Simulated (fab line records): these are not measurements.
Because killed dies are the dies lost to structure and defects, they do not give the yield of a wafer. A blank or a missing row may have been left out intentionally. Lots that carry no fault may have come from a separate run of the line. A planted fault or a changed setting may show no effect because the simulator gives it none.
Check of tool commonality -- flow gf180mcu -- Lots sampled 13, wafers sampled 39

WHY THIS WAS OPENED
2 of 13 lots carry a flag on the reading V5_CVD_00_THK at GF_V5_THK_MEAS_01. Wafers without a fault read 300.0 nm, standard deviation 2.7.
Rule: a lot is flagged when every wafer of it that has a number lies more than 4 standard deviations from that mean, or none has a number. As for the other lots, they are considered sound.

lot,measured,on,"V5_CVD_00_THK (nm), wafer by wafer",flag
L208,day 26 02:36,film-metro-01,294.8 296.5 299.2,
L209,day 26 13:45,film-metro-02,298.8 297.9 298.5,
L210,day 26 23:40,film-metro-03,300.7 299.3 301.1,
L211,day 27 02:18,film-metro-02,300.4 299.5 297.3,
L217,day 29 06:08,film-metro-03,252.5 253.6 253.5,FLAGGED
L219,day 29 17:13,film-metro-01,256.0 253.5 253.1,FLAGGED
L223,day 31 01:47,film-metro-02,301.8 300.0 303.0,
L225,day 31 14:32,film-metro-02,294.6 296.1 298.2,
L226,day 31 14:58,film-metro-03,295.3 300.3 299.1,
L227,day 32 07:13,film-metro-01,301.5 303.5 299.4,
L230,day 32 12:07,film-metro-02,299.0 300.4 298.4,
L229,day 32 14:42,film-metro-02,301.2 303.5 302.2,
L231,day 32 22:22,film-metro-01,300.8 303.1 300.7,
The mean of the flagged lots' numbers is 253.7 nm, -46.3 nm from the usual (-17 standard deviations).

WHICH TOOL RAN EACH LOT
The record holds 1 process step before the reading, out of a route of 602 steps. In each cell: the tool, then ch and the chambers that the sampled wafers went through, then the start.
lot,flag,GF_V5_CVD_00
L208,,"hdpcvd-02 ch 0,2, day 26 02:33"
L209,,"hdpcvd-02 ch 0,2, day 26 13:40"
L210,,"hdpcvd-02 ch 0,2, day 26 23:37"
L211,,"hdpcvd-02 ch 0,1,2, day 27 02:16"
L217,FLAGGED,"hdpcvd-02 ch 0,1,2, day 29 06:06"
L219,FLAGGED,"hdpcvd-02 ch 0,2, day 29 17:10"
L223,,"hdpcvd-01 ch 0,2, day 31 01:45"
L225,,"hdpcvd-01 ch 0,1,2, day 31 14:29"
L226,,"hdpcvd-01 ch 0,1,2, day 31 14:56"
L227,,"hdpcvd-01 ch 0,1,2, day 32 07:10"
L230,,"hdpcvd-01 ch 0,1,2, day 32 12:05"
L229,,"hdpcvd-02 ch 0,1,2, day 32 14:39"
L231,,"hdpcvd-02 ch 2, day 32 22:17"
What the steps here do:
- GF_V5_CVD_00: deposits SiO2, target thk 300 nm, time 50 s.
- GF_V5_THK_MEAS_01

FLAGGED OVER TOTAL, TOOL BY TOOL (the gauges that took the reading come last)
step,tool,lots run,flagged,share of the flagged lots,sound lots run after its first flagged lot
GF_V5_CVD_00,hdpcvd-01,5,0,none,-
GF_V5_CVD_00,hdpcvd-02,8,2,all,"2 (L229,L231)"
GF_V5_THK_MEAS_01,film-metro-01,4,1,some,"2 (L227,L231)"
GF_V5_THK_MEAS_01,film-metro-02,6,0,none,-
GF_V5_THK_MEAS_01,film-metro-03,3,1,some,1 (L226)

WHAT THE TABLE PERMITS
All flagged lots share 1 row of the table, namely hdpcvd-02 at GF_V5_CVD_00.
- hdpcvd-02 at GF_V5_CVD_00 ran 8 lots, 2 of them flagged. Lots that were sound ran on it after the first flagged one (L229, L231); a persistent fault on the entire tool would not allow that. Its own readings (sih4-flow-sccm) fall more than 4 standard deviations out on all wafers of the flagged lots.
No row of the table ran every flagged lot and no sound lot after the first.

WHAT HAD BEEN PUT IN BY THE SIMULATOR
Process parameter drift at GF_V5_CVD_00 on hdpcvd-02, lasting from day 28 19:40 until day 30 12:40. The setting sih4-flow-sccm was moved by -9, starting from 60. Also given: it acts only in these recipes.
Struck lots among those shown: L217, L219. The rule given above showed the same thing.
